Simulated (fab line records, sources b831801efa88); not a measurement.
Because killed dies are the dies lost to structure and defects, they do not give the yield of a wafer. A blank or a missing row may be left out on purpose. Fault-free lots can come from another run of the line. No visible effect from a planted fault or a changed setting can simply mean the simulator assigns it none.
The tool behind it: which one? ; flow sky130 ; Sampling: 12 lots, 36 wafers, 2 of 708 route steps

== WHAT THE GAUGES READ, wafer by wafer ==
SKY_SONOS_ONO_OVL_MEAS_14.
lot;measured;on;SONOS_ONO_OVL (nm)
L139;day 13 06:50;overlay-02;-0.1 -1.5 -1.2
L141;day 13 21:31;overlay-02;-0.4 2.2 -0.1
L142;day 14 01:34;overlay-02;-0.2 -0.3 1.0
L143;day 14 02:58;overlay-02;2.2 3.1 1.9
L144;day 14 10:55;overlay-02;-0.2 0.4 1.1
L146;day 15 10:46;overlay-01;-2.9 -3.0 -1.3
L147;day 15 15:43;overlay-01;-0.6 0.5 0.6
L149;day 16 01:04;overlay-02;-1.1 -0.5 -0.1
L151;day 16 15:58;overlay-01;0.3 2.4 0.2
L152;day 17 18:28;overlay-02;0.4 1.0 2.0
L159;day 19 23:22;overlay-02;2.1 1.4 0.8
L160;day 20 19:19;overlay-01;1.5 -2.8 0.6

== TOOL THAT RAN EACH LOT (tool first, then ch and the chambers of the sampled wafers, then the start) ==
lot;SKY_DNWELL_STRIP_08
L139;plasma-asher-02 ch 0,1, day 3 16:27
L141;plasma-asher-04 ch 0,1, day 4 00:23
L142;plasma-asher-04 ch 1, day 4 04:32
L143;plasma-asher-02 ch 0,1, day 4 05:17
L144;plasma-asher-02 ch 0,1, day 4 10:41
L146;plasma-asher-02 ch 0,1, day 5 00:14
L147;plasma-asher-02 ch 0,1, day 5 04:08
L149;plasma-asher-02 ch 0,1, day 5 10:50
L151;plasma-asher-04 ch 0,1, day 5 23:23
L152;plasma-asher-02 ch 0,1, day 6 03:14
L159;plasma-asher-04 ch 0,1, day 8 00:44
L160;plasma-asher-04 ch 0,1, day 8 11:17
- SKY_DNWELL_STRIP_08: strips in O2/N2.

== AS READ BY THE TOOLS THEMSELVES (means over the sampled wafers that have a number; for cases with no such wafer, the mark the record gives instead) ==
SKY_DNWELL_STRIP_08.
lot;tool;drypump-motor-current-A (A);oes-product-au (a.u.);strip-time-to-endpoint-s (s)
L139;plasma-asher-02;5.44;0.721;36.96
L141;plasma-asher-04;5.83;0.724;36.91
L142;plasma-asher-04;5.91;0.722;36.97
L143;plasma-asher-02;5.44;0.719;36.94
L144;plasma-asher-02;5.41;0.724;36.86
L146;plasma-asher-02;5.40;0.723;36.97
L147;plasma-asher-02;5.41;0.726;37.03
L149;plasma-asher-02;5.41;0.720;36.91
L151;plasma-asher-04;5.80;0.722;36.87
L152;plasma-asher-02;5.44;0.720;36.90
L159;plasma-asher-04;5.82;0.726;37.01
L160;plasma-asher-04;5.82;0.722;36.98

== THE ANSWER, worked out from the rows above alone ==
Rule: the usual values come from the lots themselves. Put in order of their means at a reading, lots are off if they are a third of the lots or fewer, leave a main group of 4 or more, and stand apart from it by a gap of 3 or more times the standard deviation of the main group's means; of several such gaps the widest counts. The tables above print the reading to a certain number of digits; a main group whose means all agree to those digits is not used. A lot without any number at a reading at which 4 lots or more have one is off too. All remaining lots with rows at the step are treated as sound. The gauges are gone through in route order, then the tools' own readings, and for those a lot's mean is taken as printed above. At the first step where some lot is off, the reading lying furthest off is the one used; lots without a number count as furthest.
No lot is off on any of the readings shown, so nothing can be concluded from this.

== WHAT WAS PUT IN BY THE SIMULATOR ==
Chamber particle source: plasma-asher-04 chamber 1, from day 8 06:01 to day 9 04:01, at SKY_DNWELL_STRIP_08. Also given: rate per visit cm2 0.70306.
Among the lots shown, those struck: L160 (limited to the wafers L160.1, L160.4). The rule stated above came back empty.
